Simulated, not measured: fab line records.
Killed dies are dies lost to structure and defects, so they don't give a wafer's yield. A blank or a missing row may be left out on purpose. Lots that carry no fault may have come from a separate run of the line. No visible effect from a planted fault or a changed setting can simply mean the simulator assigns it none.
One fault seen from 2 desks / flow gf180mcu / each desk has only its own numbers; what lay behind them comes last

## FROM THE METROLOGY DESK
Lot by lot, what the gauges showed, no matter which tool ran the lot: averages of those sampled wafers that carry a number. Marked OUT: a lot whose mean sits more than 4 standard deviations from the usual mean, which makes it out of limits; the brackets give that distance.
Columns: A = V5_W_RS at GF_V5_RS_MEAS_24, usual 0.328 ohm/sq; B = V5_W_THK at GF_V5_THK_MEAS_25, usual 354 nm
lot=L910; first seen here=day 28 11:23; A=0.330; B=353
lot=L916; first seen here=day 30 09:01; A=0.323; B=360
lot=L919; first seen here=day 31 03:47; A=0.330; B=351
lot=L921; first seen here=day 31 20:44; A=0.328; B=356
lot=L922; first seen here=day 32 03:13; A=0.326; B=360
lot=L928; first seen here=day 33 10:45; A=0.328; B=354
Result from this desk: across the 6 lots, nothing is out of limits.

## FOR THE TOOL OWNER'S DESK: pvd sputter-01
At GF_TOP_METAL_SPUTTER_01 (material TiN, target thk 30 nm, time 25 s) the tool's own readings: per lot run on this tool, the mean of the sampled wafers that have a number. Marked OUT: a lot whose mean sits more than 4 standard deviations from the usual mean, which makes it out of limits; the brackets give that distance.
Columns: A = throttle valve pct at GF_TOP_METAL_SPUTTER_01, usual 30.0 %
lot=L916; first seen here=day 30 09:35; A=30.6
lot=L919; first seen here=day 31 04:21; A=31.2
lot=L922; first seen here=day 32 03:47; A=31.4
Result from this desk: across the 3 lots, nothing is out of limits.

## BROUGHT TOGETHER
At the metrology desk, nothing out of limits was observed.
The desk of the tool owner found nothing out of limits.

## WHAT HAD BEEN PUT IN BY THE SIMULATOR
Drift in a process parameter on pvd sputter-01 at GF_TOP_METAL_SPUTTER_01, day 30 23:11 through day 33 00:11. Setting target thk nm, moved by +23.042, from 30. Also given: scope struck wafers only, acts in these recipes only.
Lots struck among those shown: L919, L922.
